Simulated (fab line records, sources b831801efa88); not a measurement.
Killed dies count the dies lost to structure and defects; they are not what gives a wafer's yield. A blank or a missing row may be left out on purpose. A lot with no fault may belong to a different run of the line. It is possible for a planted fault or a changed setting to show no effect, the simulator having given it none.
What tool caused it?    flow sky130    14 lots (42 wafers sampled), 1 step of a 708-step route

WHAT EACH GAUGE READ, for each wafer
SKY_SD_N_TW_MEAS_12. Usual: SD_N_TW 3979, standard deviation 27.
lot   measured      on             SD_N_TW         flag
L780  day 27 12:38  film-metro-03  3979 4000 3948  
L779  day 27 14:47  film-metro-01  3951 3940 3962  
L781  day 28 08:22  film-metro-03  3995 4009 3994  
L782  day 29 04:13  film-metro-03  4008 4037 4006  
L783  day 29 12:31  film-metro-01  3967 3991 3966  
L785  day 29 23:56  film-metro-03  3997 4008 3998  
L784  day 30 01:38  film-metro-02  3968 3978 3964  
L790  day 31 15:21  film-metro-01  3923 3951 3941  
L793  day 32 13:58  film-metro-02  3973 3963 3969  
L797  day 33 21:32  film-metro-02  3975 3958 3953  
L798  day 34 19:52  film-metro-02  3980 3960 3996  
L800  day 35 03:56  film-metro-01  3926 3930 3938  
L801  day 35 04:37  film-metro-03  4028 4043 4030  
L802  day 35 11:08  film-metro-02  3979 3981 3985  

EACH LOT AND THE TOOL THAT RAN IT (in order: tool; ch and the chambers of the sampled wafers; start)
The record holds no process step before these readings.

AS READ BY THE TOOLS THEMSELVES (means over the sampled wafers that have a number; for cases with no such wafer, the mark the record gives instead)
The record holds no such reading with a usual standard deviation.

THE ANSWER, worked out from the rows above alone
Rule: a lot is off if the mean of its wafers that have a number lies more than 3 standard deviations from the usual mean. A lot without any number at a reading at which 4 lots or more have one is off too. Where the step has rows for the other lots, those lots are counted as sound. Order of review: gauges by route order, followed by the tools' own readings, for which a lot's mean as printed above is used. The first step at which some lot is off is used, and at that step the reading that is off furthest; a lot without a number counts as furthest.
No lot is off at any reading shown: from this, nothing can be told.

WHAT HAD BEEN PUT IN BY THE SIMULATOR
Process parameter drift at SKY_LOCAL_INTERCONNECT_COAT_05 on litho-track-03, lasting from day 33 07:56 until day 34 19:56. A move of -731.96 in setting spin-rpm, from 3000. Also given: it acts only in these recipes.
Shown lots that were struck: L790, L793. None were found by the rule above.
